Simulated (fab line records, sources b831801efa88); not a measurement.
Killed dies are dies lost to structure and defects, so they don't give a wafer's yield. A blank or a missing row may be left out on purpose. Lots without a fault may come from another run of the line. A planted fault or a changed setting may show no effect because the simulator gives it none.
Chamber matching | flow gf180mcu | GF_SAB_ETCH_11 on rie_diel-02: 4 sister chambers
The step etches SiO2 in C4F8/O2/Ar, target depth 55 nm, time 8.5 s. 14 wafers are shown with their chamber, then 7 later ones without.

WAFERS WITH THEIR CHAMBER
wafer  | chamber | bias_w (W) | oes_product_au (a.u.)
L075.1 | 0       | 1202       | 1.004
L075.2 | 1       | 1201       | 0.998
L075.4 | 1       | 1200       | 0.995
L079.3 | 1       | 1200       | 0.990
L079.4 | 0       | 1200       | 1.000
L079.5 | 0       | 1198       | 0.992
L080.2 | 1       | 1202       | 0.991
L080.3 | 2       | 1194       | 1.003
L080.5 | 0       | 1199       | 1.000
L081.1 | 3       | 1199       | 1.009
L081.2 | 2       | 1195       | 0.998
L081.4 | 0       | 1202       | 1.005
L090.1 | 3       | 1206       | 0.997
L090.2 | 2       | 1197       | 1.002

SIGNATURES (means of the wafers above)
reading        | chamber 0 | chamber 1 | chamber 2 | chamber 3 | scatter within a chamber
bias_w         | 1200.20   | 1200.75   | 1195.33   | 1202.50   | 2.11
oes_product_au | 1.00020   | 0.99350   | 1.00100   | 1.00300   | 0.00481
Rule: a wafer's distance from a chamber is the root of the sum, over the readings, of the square of ((its reading less the chamber's mean) divided by the reading's scatter). The wafer belongs to the nearest chamber; if the next one is less than 2 further off, it can't be placed. The scatter: the root of (the sum of the squares of (reading less its chamber's mean) over the shown wafers, divided by (wafers less chambers)).

WAFERS WITHOUT THEIR CHAMBER
wafer  | bias_w (W) | oes_product_au (a.u.)
L090.3 | 1201       | 1.004
L092.4 | 1199       | 1.015
L092.5 | 1197       | 1.000
L092.6 | 1190       | 0.998
L093.1 | 1203       | 1.003
L093.2 | 1203       | 0.990
L093.3 | 1199       | 1.003

WHICH CHAMBER EACH WENT THROUGH
wafer  | from the rows above               | in truth
L090.3 | can't be placed: 3 or 0 or 1      | 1
L092.4 | can't be placed: 3 or 0 or 2 or 1 | 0
L092.5 | can't be placed: 2 or 0 or 1 or 3 | 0
L092.6 | 2                                 | 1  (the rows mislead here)
L093.1 | can't be placed: 3 or 0           | 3
L093.2 | can't be placed: 1 or 0 or 3      | 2
L093.3 | can't be placed: 0 or 3 or 2 or 1 | 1
Placed correctly: 0 of 7. Can't be placed from these rows: 6 (the true chamber is among the candidates in 5). Placed wrongly: 1.
